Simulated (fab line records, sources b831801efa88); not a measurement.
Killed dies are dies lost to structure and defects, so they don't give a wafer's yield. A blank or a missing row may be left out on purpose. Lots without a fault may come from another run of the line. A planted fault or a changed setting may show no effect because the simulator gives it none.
A struck lot beside a sound one | flow sky130 | 17 steps out of a route of 708
Sound: wafers L668.1, L668.4, L668.6. Struck: wafers L680.1, L680.2, L680.3. The cause comes at the end.
At each step with rows: each side's tool, then ch and its chambers, then its first start. Under that, the readings that differ: sound wafers | struck wafers | difference of the means | sigmas: that difference in standard deviations of wafers without a fault.
alike: readings whose means differ by less than 2 such deviations, and words and numbers that are the same on both sides. not compared: withheld readings, readings that some wafer has no value for, bounds like >300 that may hide the same value, and numbers for which the record gives no deviation and whose values overlap.
The two part at a step that has a row with sigmas, a row that says differs or no value, or rows on one side only. Numbers that don't overlap but have no deviation are shown without sigmas and don't part them. A reading that every wafer of one side lacks parts them only if that side has two wafers or more.

SKY_SPACER_THK_MEAS_01:
  sound on film_metro-02, day 26 04:02; struck on film_metro-03, day 30 06:32
  alike: SPACER_CVD_00_THK
SKY_SPACER_ETCHBACK_02: etches Si3N4 in CH3F/O2, stops on SiO2, time 46.7 s, target depth 45 nm.
  sound on rie_diel-01 ch 1,3, day 26 04:06; struck on rie_diel-04 ch 0,1,2, day 30 06:35
  alike: bias_w, ch3f_flow_sccm, drypump_motor_current_A, oes_product_au, throttle_valve_pct
  not compared: rf_hours_counter_h
then, 8 steps without rows for these wafers: SKY_POLY_CUT_DEHYDRATE_00 (time 60 s); SKY_POLY_CUT_HMDS_01 (prime time 60 s); SKY_POLY_CUT_COAT_02 (resist thk 60 nm); SKY_POLY_CUT_COAT_03 (resist thk 450 nm); SKY_POLY_CUT_SOFTBAKE_04 (time 90 s); SKY_POLY_CUT_EXPOSE_05 (exposes mask NPCM, target cd 270 nm); SKY_POLY_CUT_PEB_06; SKY_POLY_CUT_DEVELOP_07 (develop time 60 s).
SKY_POLY_CUT_CD_MEAS_08: target cd 270 nm.
  sound on cd_sem-02, day 27 08:52; struck on cd_sem-02, day 31 10:19
  alike: cd_nm
SKY_POLY_CUT_OVL_MEAS_09:
  sound on overlay-02, day 27 08:59; struck on overlay-01, day 31 10:26
  alike: POLY_CUT_OVL
SKY_POLY_CUT_ETCH_10: etches BARC in N2/H2, stops on SiO2, time 45.9 s, target depth 60 nm.
  sound on rie_diel-01 ch 1,2,3, day 27 09:01; struck on rie_diel-04 ch 0,1,3, day 31 10:28
  reading                                         | sound             | struck            | difference | sigmas
  model.KrF-thick_of_POLY_CUT_COAT_03.thk_nm (nm) | 406.4 405.9 406.3 | 412.9 411.3 412.8 | +6.1       |
  alike: bias_w, drypump_motor_current_A, oes_product_au, throttle_valve_pct
  not compared: rf_hours_counter_h
SKY_POLY_CUT_ETCH_11: etches Si3N4 in CF4/CH2F2/Ar, stops on poly-Si, time 42.5 s, target depth 60 nm.
  sound on rie_diel-01 ch 1,2,3, day 27 09:04; struck on rie_diel-04 ch 0,1,3, day 31 10:30
  alike: bias_w, drypump_motor_current_A, oes_product_au, throttle_valve_pct
  not compared: rf_hours_counter_h
SKY_POLY_CUT_STRIP_12: strips in O2/N2.
  sound on plasma_asher-01 ch 1, day 27 09:07; struck on plasma_asher-02 ch 0,1, day 31 10:32
  reading                      | sound             | struck            | difference | sigmas
  strip_time_to_endpoint_s (s) | 5.324 5.335 5.336 | 5.415 5.388 5.405 | +0.071     | +4
  alike: drypump_motor_current_A, oes_product_au
  not compared: rf_hours_counter_h
then, 2 steps without rows for these wafers: SKY_SD_P_DEHYDRATE_00 (time 60 s); SKY_PAD_OPEN_PROBE_99.

WHERE THEY PART
Only at SKY_POLY_CUT_STRIP_12, within this record.

WHY: what the simulator had put in
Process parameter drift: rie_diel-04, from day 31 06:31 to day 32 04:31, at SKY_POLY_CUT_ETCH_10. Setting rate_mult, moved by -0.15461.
